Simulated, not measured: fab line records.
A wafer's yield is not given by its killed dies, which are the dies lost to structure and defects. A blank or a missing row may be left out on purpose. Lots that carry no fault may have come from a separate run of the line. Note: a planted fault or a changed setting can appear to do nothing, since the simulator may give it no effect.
Split-lot experiment :: flow sky130 :: on a route of 708 steps: 5 lots, 21 wafers read

## THE SPLIT
At SKY_SONOS_ONO_DEVELOP_12 (develop time 60 s), the setting develop time s was moved away from the recipe's 60 s on 6 of the 21 wafers read, by -27.4% to +41.2%. For the rest of the wafers, this setting stayed at what the recipe calls for.

Split to reading: the file shows no intervening step.

## THE READING
SONOS_ONO.cd nm (the simulator's own value, which no gauge read), in nm, at SKY_SONOS_ONO_ETCH_15 (etches the open film in CHF3/O2, target depth 19.52 nm, time 7.8 s). The file does not state a usual value for it. Average 410.4 nm, standard deviation 2 nm, over the 15 wafers here run with the recipe.

wafer: L075.3
tool, chamber at the split: litho track-04, 0
develop time s as run, s: 60
against the recipe: recipe
SONOS_ONO.cd nm, nm: 413.5
against lot-mates on the recipe: -

wafer: L075.4
tool, chamber at the split: litho track-04, 0
develop time s as run, s: 60
against the recipe: recipe
SONOS_ONO.cd nm, nm: 410.5
against lot-mates on the recipe: -

wafer: L075.6
tool, chamber at the split: litho track-04, 0
develop time s as run, s: 60
against the recipe: recipe
SONOS_ONO.cd nm, nm: 412.4
against lot-mates on the recipe: -

wafer: L076.2
tool, chamber at the split: litho track-03, 0
develop time s as run, s: 60
against the recipe: recipe
SONOS_ONO.cd nm, nm: 409
against lot-mates on the recipe: -

wafer: L076.3
tool, chamber at the split: litho track-03, 0
develop time s as run, s: 60
against the recipe: recipe
SONOS_ONO.cd nm, nm: 408.8
against lot-mates on the recipe: -

wafer: L076.5
tool, chamber at the split: litho track-03, 0
develop time s as run, s: 60
against the recipe: recipe
SONOS_ONO.cd nm, nm: 407.6
against lot-mates on the recipe: -

wafer: L077.1
tool, chamber at the split: litho track-03, 0
develop time s as run, s: 84.74
against the recipe: +41.2%
SONOS_ONO.cd nm, nm: 375.1
against lot-mates on the recipe: -33.5

wafer: L077.2
tool, chamber at the split: litho track-03, 0
develop time s as run, s: 60
against the recipe: recipe
SONOS_ONO.cd nm, nm: 409.7
against lot-mates on the recipe: -

wafer: L077.3
tool, chamber at the split: litho track-03, 0
develop time s as run, s: 60
against the recipe: recipe
SONOS_ONO.cd nm, nm: 407.8
against lot-mates on the recipe: -

wafer: L077.4
tool, chamber at the split: litho track-03, 0
develop time s as run, s: 60
against the recipe: recipe
SONOS_ONO.cd nm, nm: 408.3
against lot-mates on the recipe: -

wafer: L077.5
tool, chamber at the split: litho track-03, 0
develop time s as run, s: 84.74
against the recipe: +41.2%
SONOS_ONO.cd nm, nm: 378.6
against lot-mates on the recipe: -30.0

wafer: L077.6
tool, chamber at the split: litho track-03, 0
develop time s as run, s: 84.74
against the recipe: +41.2%
SONOS_ONO.cd nm, nm: 379.8
against lot-mates on the recipe: -28.8

wafer: L079.1
tool, chamber at the split: litho track-03, 0
develop time s as run, s: 60
against the recipe: recipe
SONOS_ONO.cd nm, nm: 410.1
against lot-mates on the recipe: -

wafer: L079.2
tool, chamber at the split: litho track-03, 0
develop time s as run, s: 60
against the recipe: recipe
SONOS_ONO.cd nm, nm: 410.4
against lot-mates on the recipe: -

wafer: L079.3
tool, chamber at the split: litho track-03, 0
develop time s as run, s: 60
against the recipe: recipe
SONOS_ONO.cd nm, nm: 409
against lot-mates on the recipe: -

wafer: L083.1
tool, chamber at the split: litho track-01, 0
develop time s as run, s: 43.54
against the recipe: -27.4%
SONOS_ONO.cd nm, nm: 445.9
against lot-mates on the recipe: +33.2

wafer: L083.2
tool, chamber at the split: litho track-01, 0
develop time s as run, s: 60
against the recipe: recipe
SONOS_ONO.cd nm, nm: 412.2
against lot-mates on the recipe: -

wafer: L083.3
tool, chamber at the split: litho track-01, 0
develop time s as run, s: 60
against the recipe: recipe
SONOS_ONO.cd nm, nm: 412.4
against lot-mates on the recipe: -

wafer: L083.4
tool, chamber at the split: litho track-01, 0
develop time s as run, s: 60
against the recipe: recipe
SONOS_ONO.cd nm, nm: 413.6
against lot-mates on the recipe: -

wafer: L083.5
tool, chamber at the split: litho track-01, 0
develop time s as run, s: 43.54
against the recipe: -27.4%
SONOS_ONO.cd nm, nm: 442.4
against lot-mates on the recipe: +29.7

wafer: L083.6
tool, chamber at the split: litho track-01, 0
develop time s as run, s: 43.54
against the recipe: -27.4%
SONOS_ONO.cd nm, nm: 445.5
against lot-mates on the recipe: +32.8

THE FIT
A straight line over all 21 wafers: SONOS_ONO.cd nm changes by -0.942 nm for each +1% of develop time s; r = -0.98; the points scatter about the line by 4.1 nm.
The same after taking each lot's own level away (the mean of its wafers on the recipe; 21 wafers): -0.884 nm for each +1%; r = -0.98; scatter 3.4 nm.
According to that fit, moving develop time s by its largest amount changes the reading by 36 nm.
Measured against the standard deviation above, the lots' own levels, which go from 408.47 to 412.73 nm, span 2.2 times it.
Hence the lot-to-lot level has little effect on the slope; both slopes agree.
Check: with one of the wafers moved furthest among these (+41.2%) left out of the fit, the line predicts -34.9 nm for it against its lot-mates. It came out at -33.5 nm against them.

## FILE'S OWN FIT
SONOS_ONO.cd nm changes by -0.874 nm for each +1% of develop time s, r = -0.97.
